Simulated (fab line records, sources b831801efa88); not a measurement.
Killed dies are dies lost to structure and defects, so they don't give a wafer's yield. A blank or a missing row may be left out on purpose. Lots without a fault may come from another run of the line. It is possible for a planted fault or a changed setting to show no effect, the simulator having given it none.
2 desks looking at one fault    flow gf180mcu    only its own numbers are on each desk; what lay behind them is given at the end

== FROM THE METROLOGY DESK ==
What the gauges read, lot by lot, whatever tool the lot ran on: means of the sampled wafers that have a number. A lot is out of limits, marked OUT, if its mean lies more than 4 standard deviations from the usual mean; the brackets give that distance.
Columns: A = STI_CVD_23_THK at GF_STI_THK_MEAS_24, usual 650 nm
lot   first seen here  A
L307  day 2 11:20      648
L308  day 2 18:55      648
L309  day 2 21:56      639
L310  day 3 03:15      651
L311  day 3 04:47      650
L313  day 3 17:40      663
L314  day 3 23:25      654
L315  day 4 02:49      650
L317  day 4 12:56      646
L318  day 4 19:08      651
L325  day 6 05:37      697 (+4.7) OUT
L326  day 6 12:46      697 (+4.7) OUT
L329  day 7 06:38      650
Finding of this desk: L325, L326 out of limits, first seen on L325 at day 6 05:37 (STI_CVD_23_THK at GF_STI_THK_MEAS_24). In limits: L307, L308, L309, L310, L311, L313, L314, L315, L317, L318, L329.

== DESK OF THE TOOL OWNER: hdpcvd-02 ==
The tool's own readings at GF_STI_CVD_23 (deposits SiO2, target thk 650 nm, time 108.3 s): means of the sampled wafers that have a number, for each lot that ran on this tool. A lot is out of limits, marked OUT, if its mean lies more than 4 standard deviations from the usual mean; the brackets give that distance.
Columns: A = susceptor temp C at GF_STI_CVD_23, usual 599.96 C
lot   first seen here  A
L309  day 2 21:51      600.09
L313  day 3 17:35      599.93
L317  day 4 12:52      600.31
L318  day 4 19:04      600.00
L325  day 6 05:32      599.89
L326  day 6 12:41      599.73
This desk's finding: nothing out of limits on any of the 6 lots.

== ALL TOGETHER ==
Metrology desk: alarm possible at day 6 05:37 on L325, L326.
Nothing out of limits was seen by the tool owner's desk.
Tool owner's desk: L325, L326 on record, inside its limits.
On hdpcvd-02, each named lot ran GF_STI_CVD_23.

== WHAT WAS PUT IN BY THE SIMULATOR ==
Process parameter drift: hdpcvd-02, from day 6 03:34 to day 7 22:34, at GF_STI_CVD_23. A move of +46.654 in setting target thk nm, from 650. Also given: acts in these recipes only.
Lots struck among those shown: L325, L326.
Hours from the fault's start to each desk's first reading out of limits: the metrology desk, 2.
